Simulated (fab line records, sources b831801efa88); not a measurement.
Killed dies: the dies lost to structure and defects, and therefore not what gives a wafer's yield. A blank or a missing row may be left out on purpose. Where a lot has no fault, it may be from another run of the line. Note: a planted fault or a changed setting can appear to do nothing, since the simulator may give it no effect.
Problem report, 8D (eight disciplines) form, completed by code ; flow gf180mcu ; the parts of the form that need people (team, actions taken, sign-off) are left out

== 1. THE ISSUE ==
At GF_M4_CD_MEAS_14, cd-nm averages 290.3 nm over 6 wafers from 2 lots, while fault-free wafers read 280.4 nm, standard deviation 1.2. That puts it +8.3 standard deviations away from the usual mean.
The step: target cd 280 nm.
First observed at day 25 22:40: wafer L776.1, on cd-sem-02. Wafers with a number at this step in the record: 36, from 12 lots. Rule for "out", or "out of limits": more than 4 standard deviations from the usual mean. All remaining wafers that have a number are taken as sound.

== 2. WHAT IT IS; WHAT IT IS NOT ==
question;is;is not
which readings at this step;cd-nm;-
which lots;L776, L777;L770, L771, L772, L774, L782, L785, L787, L788, L791, L792
which wafers of those lots;all that have a number;-
read on which gauges;cd-sem-02;cd-sem-01
when;from day 25 22:40;"up to then (12 sound wafers); but 18 sound wafers of L782, L785, L787, L788, L791, L792 came after"

== 3. WHAT RULES OUT EACH SUSPECT ==
Counting: a tool stays on the suspect list if, at a process step up to the reading, it processed all lots that are out and no sound lot following the first of them.
- the gauge at GF_M4_CD_MEAS_14 is ruled out. All the wafers that are out were read on cd-sem-02, but those of them that GF_M4_SOFTBAKE_10 has rows for are out there too, on other tools.
- litho-track-04 at GF_M4_SOFTBAKE_10 (time 60 s): ruled out as a lasting fault. Sound lots L788, L791, L792 ran on it after its first lot that is out, L776 (day 25 11:41).
Left after counting: nothing in the record.

== 4. THE CAUSE (what the simulator had put in) ==
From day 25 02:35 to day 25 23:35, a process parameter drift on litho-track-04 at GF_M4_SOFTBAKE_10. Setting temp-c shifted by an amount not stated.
The count ruled it out by mistake, since the rule takes a fault to strike every lot its tool runs from the start of the fault on, and this one did not do so.

== 5. THE CHAIN OF EFFECTS, in route order ==
One row per reading whose mean, taken over the struck wafers that have a number, lies over 3 standard deviations from the usual. Readings are gone through only where the record gives a usual standard deviation; hours: the median, over the lots, of the time from a lot's start at the first step in this table giving one to that lot's start at this step; sigmas: the change measured in usual standard deviations.
hours;step;reading;usual;on struck wafers;change;sigmas
0;GF_M4_SOFTBAKE_10;heater-power-total-W;93.05 W;89.14;-3.91;-69
0;GF_M4_SOFTBAKE_10;plate-temp-C;130.00 C;125.71;-4.29;-36
11;GF_M4_CD_MEAS_14;cd-nm;280.4 nm;290.3;+9.9;+8.3
Process steps it contains:
- GF_M4_SOFTBAKE_10: time 60 s.

== 6. HOW IT WOULD HAVE BEEN CAUGHT EARLIER ==
Counted from the fault's start at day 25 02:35, it took 20 hours until the first out-of-limits reading at a measuring or inspecting step in this record, taken at day 25 22:40.
Tool's own readings at GF_M4_SOFTBAKE_10, heater-power-total-W, plate-temp-C: out on all struck wafers the step has rows for; an alarm limit on them would have tripped on the first.
